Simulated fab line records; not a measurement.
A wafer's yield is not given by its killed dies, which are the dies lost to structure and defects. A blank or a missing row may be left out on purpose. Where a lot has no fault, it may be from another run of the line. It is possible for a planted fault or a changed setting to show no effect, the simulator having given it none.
The tool behind it: which one? + flow sky130 + Sampling: 16 lots, 48 wafers, 5 of 708 route steps

== WHAT THE GAUGES READ, wafer by wafer ==
SKY_CAPM_THK_MEAS_01.
| lot  | measured     | on           | CAPM_CVD_00_THK (nm) |
|------|--------------|--------------|----------------------|
| L214 | day 36 16:56 | filmMetro-02 | 15.31 15.20 15.54    |
| L215 | day 37 00:54 | filmMetro-03 | 15.02 15.52 15.35    |
| L216 | day 37 16:16 | filmMetro-03 | 15.29 15.11 15.40    |
| L217 | day 37 16:25 | filmMetro-01 | 14.82 15.33 15.09    |
| L219 | day 38 15:27 | filmMetro-03 | 15.36 15.51 15.62    |
| L220 | day 38 19:50 | filmMetro-01 | 15.20 15.46 15.47    |
| L222 | day 40 15:06 | filmMetro-01 | 15.13 15.60 15.68    |
| L224 | day 40 17:45 | filmMetro-02 | 15.28 15.44 15.61    |
| L226 | day 40 17:56 | filmMetro-03 | 15.27 15.04 15.45    |
| L225 | day 40 20:46 | filmMetro-03 | 15.18 15.69 15.72    |
| L227 | day 40 21:46 | filmMetro-03 | 15.28 15.43 15.46    |
| L228 | day 41 03:25 | filmMetro-01 | 15.70 15.81 15.92    |
| L231 | day 41 19:31 | filmMetro-03 | 15.54 15.36 15.45    |
| L230 | day 41 21:42 | filmMetro-02 | 15.31 15.61 15.67    |
| L232 | day 42 03:40 | filmMetro-03 | 15.41 15.75 15.57    |
| L234 | day 42 17:32 | filmMetro-03 | 15.33 15.44 15.55    |

SKY_CAPM_THK_MEAS_04: measures by xrf.
| lot  | measured     | on           | CAPM_TIN_THK (nm) |
|------|--------------|--------------|-------------------|
| L214 | day 36 17:13 | filmMetro-03 | 203.1 197.2 201.3 |
| L215 | day 37 01:11 | filmMetro-02 | 201.7 203.9 201.3 |
| L216 | day 37 16:34 | filmMetro-03 | 196.4 197.2 194.5 |
| L217 | day 37 16:42 | filmMetro-02 | 202.6 203.3 198.8 |
| L219 | day 38 15:44 | filmMetro-03 | 197.0 200.0 196.7 |
| L220 | day 38 20:07 | filmMetro-02 | 200.5 196.2 202.0 |
| L222 | day 40 15:23 | filmMetro-03 | 201.7 200.8 200.3 |
| L224 | day 40 18:02 | filmMetro-01 | 198.7 201.3 201.0 |
| L226 | day 40 18:13 | filmMetro-03 | 199.8 199.8 199.2 |
| L225 | day 40 21:04 | filmMetro-01 | 200.3 201.5 201.3 |
| L227 | day 40 22:03 | filmMetro-02 | 198.9 200.9 199.2 |
| L228 | day 41 04:16 | filmMetro-01 | 202.1 199.4 198.9 |
| L231 | day 41 19:48 | filmMetro-01 | 199.0 197.7 200.3 |
| L230 | day 41 21:59 | filmMetro-01 | 200.7 197.6 198.9 |
| L232 | day 42 03:58 | filmMetro-02 | 203.3 198.5 200.5 |
| L234 | day 42 17:49 | filmMetro-03 | 198.9 198.1 198.6 |

SKY_METAL3_CD_MEAS_13: target cd 300 nm.
| lot  | measured     | on       | cdNm (nm)         |
|------|--------------|----------|-------------------|
| L214 | day 38 20:38 | cdSem-02 | 300.3 297.8 299.3 |
| L215 | day 39 03:31 | cdSem-01 | 300.6 299.4 300.2 |
| L216 | day 39 18:53 | cdSem-02 | 302.4 300.9 300.5 |
| L217 | day 39 19:13 | cdSem-02 | 297.8 299.0 298.3 |
| L219 | day 40 18:25 | cdSem-01 | 296.1 297.6 299.1 |
| L220 | day 40 22:38 | cdSem-01 | 300.9 299.9 299.9 |
| L222 | day 42 14:22 | cdSem-01 | 355.5 354.9 354.2 |
| L224 | day 42 17:43 | cdSem-01 | 355.5 355.6 355.1 |
| L226 | day 42 17:50 | cdSem-02 | 357.2 356.2 355.9 |
| L225 | day 42 20:11 | cdSem-01 | 298.4 299.2 298.3 |
| L227 | day 42 21:20 | cdSem-01 | 301.0 302.3 301.4 |
| L228 | day 43 04:13 | cdSem-01 | 331.1 330.9 332.7 |
| L231 | day 43 19:13 | cdSem-01 | 297.7 297.7 298.5 |
| L230 | day 43 22:14 | cdSem-02 | 296.8 298.0 297.5 |
| L232 | day 44 03:04 | cdSem-02 | 303.2 301.3 302.5 |
| L234 | day 44 15:09 | cdSem-02 | 297.8 300.2 300.6 |

== WHICH TOOL RAN EACH LOT (tool, then ch and the chambers of the sampled wafers, then the start) ==
| lot  | SKY_VIA2_ETCH_15                  | SKY_METAL3_EXPOSE_10             |
|------|-----------------------------------|----------------------------------|
| L214 | rieDiel-04 ch 0,2, day 36 15:15   | krfScanner-01 ch 0, day 38 09:26 |
| L215 | rieDiel-04 ch 1,2,3, day 36 23:22 | krfScanner-01 ch 0, day 38 15:49 |
| L216 | rieDiel-01 ch 0,1,3, day 37 14:46 | krfScanner-01 ch 0, day 39 06:14 |
| L217 | rieDiel-04 ch 0,2,3, day 37 14:51 | krfScanner-02 ch 0, day 39 06:31 |
| L219 | rieDiel-04 ch 1,3, day 38 13:55   | krfScanner-01 ch 0, day 40 05:28 |
| L220 | rieDiel-01 ch 0,3, day 38 18:18   | krfScanner-02 ch 0, day 40 11:21 |
| L222 | rieDiel-04 ch 0,1, day 40 13:27   | krfScanner-02 ch 0, day 42 02:25 |
| L224 | rieDiel-03 ch 0,1,2, day 40 16:10 | krfScanner-02 ch 0, day 42 05:23 |
| L226 | rieDiel-01 ch 0,2,3, day 40 16:25 | krfScanner-02 ch 0, day 42 06:01 |
| L225 | rieDiel-01 ch 2,3, day 40 19:06   | krfScanner-01 ch 0, day 42 08:28 |
| L227 | rieDiel-01 ch 1,2,3, day 40 20:07 | krfScanner-01 ch 0, day 42 09:09 |
| L228 | rieDiel-03 ch 2,3, day 41 01:52   | krfScanner-02 ch 0, day 42 17:54 |
| L231 | rieDiel-04 ch 1,2,3, day 41 17:54 | krfScanner-01 ch 0, day 43 07:01 |
| L230 | rieDiel-04 ch 1,2,3, day 41 20:06 | krfScanner-01 ch 0, day 43 09:31 |
| L232 | rieDiel-01 ch 0,2,3, day 42 02:10 | krfScanner-01 ch 0, day 43 16:31 |
| L234 | rieDiel-01 ch 0,3, day 42 15:58   | krfScanner-01 ch 0, day 44 04:20 |
- SKY_VIA2_ETCH_15: etches SiO2 in C4F8/O2/Ar, stops on TiN, target depth 546 nm, time 84 s.
- SKY_METAL3_EXPOSE_10: exposes mask MM3, target cd 300 nm.

== AS READ BY THE TOOLS THEMSELVES (means over the sampled wafers that have a number; for cases with no such wafer, the mark the record gives instead) ==
SKY_VIA2_ETCH_15.
| lot  | tool       | oesProductAu (a.u.) |
|------|------------|---------------------|
| L214 | rieDiel-04 | 0.936               |
| L215 | rieDiel-04 | 0.939               |
| L216 | rieDiel-01 | 0.937               |
| L217 | rieDiel-04 | 0.940               |
| L219 | rieDiel-04 | 0.938               |
| L220 | rieDiel-01 | 0.940               |
| L222 | rieDiel-04 | 0.942               |
| L224 | rieDiel-03 | 0.942               |
| L226 | rieDiel-01 | 0.938               |
| L225 | rieDiel-01 | 0.945               |
| L227 | rieDiel-01 | 0.945               |
| L228 | rieDiel-03 | 0.942               |
| L231 | rieDiel-04 | 0.937               |
| L230 | rieDiel-04 | 0.943               |
| L232 | rieDiel-01 | 0.938               |
| L234 | rieDiel-01 | 0.942               |

SKY_METAL3_EXPOSE_10.
| lot  | tool          | exposureDoseMJCm2 |
|------|---------------|-------------------|
| L214 | krfScanner-01 | 27.987            |
| L215 | krfScanner-01 | 28.002            |
| L216 | krfScanner-01 | 27.986            |
| L217 | krfScanner-02 | 28.004            |
| L219 | krfScanner-01 | 28.023            |
| L220 | krfScanner-02 | 27.991            |
| L222 | krfScanner-02 | 20.618            |
| L224 | krfScanner-02 | 20.663            |
| L226 | krfScanner-02 | 20.611            |
| L225 | krfScanner-01 | 28.058            |
| L227 | krfScanner-01 | 28.025            |
| L228 | krfScanner-02 | 23.415            |
| L231 | krfScanner-01 | 27.986            |
| L230 | krfScanner-01 | 28.008            |
| L232 | krfScanner-01 | 27.981            |
| L234 | krfScanner-01 | 28.003            |

== THE ANSWER, worked out from the rows above alone ==
Rule: usual is defined by the lots themselves. Put in order of their means at a reading, lots are off if they are a third of the lots or fewer, leave a main group of 4 or more, and stand apart from it by a gap of 3 or more times the standard deviation of the main group's means; of several such gaps the widest counts. The tables above print the reading to a certain number of digits; a main group whose means all agree to those digits is not used. A lot without any number at a reading at which 4 lots or more have one is off too. All remaining lots with rows at the step are treated as sound. The gauges are gone through in route order, then the tools' own readings, and for those a lot's mean is taken as printed above. At the first step where some lot is off, the reading lying furthest off is the one used; lots without a number count as furthest.
Off: L222, L224, L226, L228 (SKY_METAL3_CD_MEAS_13, cdNm). The main group: mean 299.5 nm, standard deviation 1.5.
A tool fits if, at a process step before that reading, it ran every lot that is off, and no sound lot after the first of them. Not tried: the gauges at SKY_METAL3_CD_MEAS_13; whatever is off there is also off at SKY_METAL3_EXPOSE_10, on other tools, and gauge error can't account for it. One fits: SKY_METAL3_EXPOSE_10 on krfScanner-02. Its last sound lot is L220 (day 40 11:21), its first lot that is off L222 (day 42 02:25): a fault that began between those two fits.
On the lots that are off, the tool's own readings at SKY_METAL3_EXPOSE_10 differ by more than 5 times the standard deviation of the sound lots' means, which bears it out; exposureDoseMJCm2 reads 21.327 there versus 28.005 on the sound lots.

== WHAT THE SIMULATOR HAD INSERTED ==
Drift in process parameters on krfScanner-02 at SKY_METAL3_EXPOSE_10, starting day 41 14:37. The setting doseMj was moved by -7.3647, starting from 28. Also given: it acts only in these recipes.
Shown lots that were struck: L222, L224, L226, L228. Same finding as the rule above.
